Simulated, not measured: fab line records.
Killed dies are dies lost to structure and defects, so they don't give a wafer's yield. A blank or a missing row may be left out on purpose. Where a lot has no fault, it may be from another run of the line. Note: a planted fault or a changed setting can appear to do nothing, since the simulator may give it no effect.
2 desks, one fault ; flow gf180mcu ; each desk holds nothing but its own numbers, with what lay behind them at the end

TOOL OWNER'S DESK, wet-bench-02
The tool's own readings at GF_PSD_CLEAN_12 (cleans in SC1/SC2, time 150 s): means of the sampled wafers that have a number, for each lot that ran on this tool. The brackets show how far a lot's mean lies from the usual mean; more than 4 standard deviations puts the lot out of limits, marked OUT.
Columns: A = bath-guard-temp-C at GF_PSD_CLEAN_12, usual 69.9 C; B = bath-heat-duty-pct at GF_PSD_CLEAN_12, usual 13.0 %
lot;first seen here;A;B
L455;day 15 22:10;70.1;11.5
L471;day 21 06:27;70.3;12.0
This desk's finding: nothing out of limits on any of the 2 lots.

FROM THE METROLOGY DESK
What the gauges read for every lot (on any tool): the sampled wafers with a number, averaged. The brackets show how far a lot's mean lies from the usual mean; more than 4 standard deviations puts the lot out of limits, marked OUT.
Columns: A = cd-nm at GF_PSD_CD_MEAS_07, usual 400.4 nm; B = PSD_OVL at GF_PSD_OVL_MEAS_08, usual -0.9 nm; C = PSD_TW at GF_PSD_TW_MEAS_11, usual 3182
lot;first seen here;A;B;C
L455;day 15 21:44;402.8;0.2;3175
L456;day 16 04:56;399.6;-2.2;3161
L465;day 19 09:45;396.4;-0.6;3202
L466;day 19 18:34;401.5;0.2;3156
L471;day 21 05:59;398.0;-0.9;3168
L472;day 21 17:41;402.7;-0.7;3205
This desk's finding: nothing out of limits on any of the 6 lots.

PUT TOGETHER
Nothing out of limits was seen by the tool owner's desk.
Nothing out of limits was seen by the metrology desk.

WHAT THE SIMULATOR PUT IN
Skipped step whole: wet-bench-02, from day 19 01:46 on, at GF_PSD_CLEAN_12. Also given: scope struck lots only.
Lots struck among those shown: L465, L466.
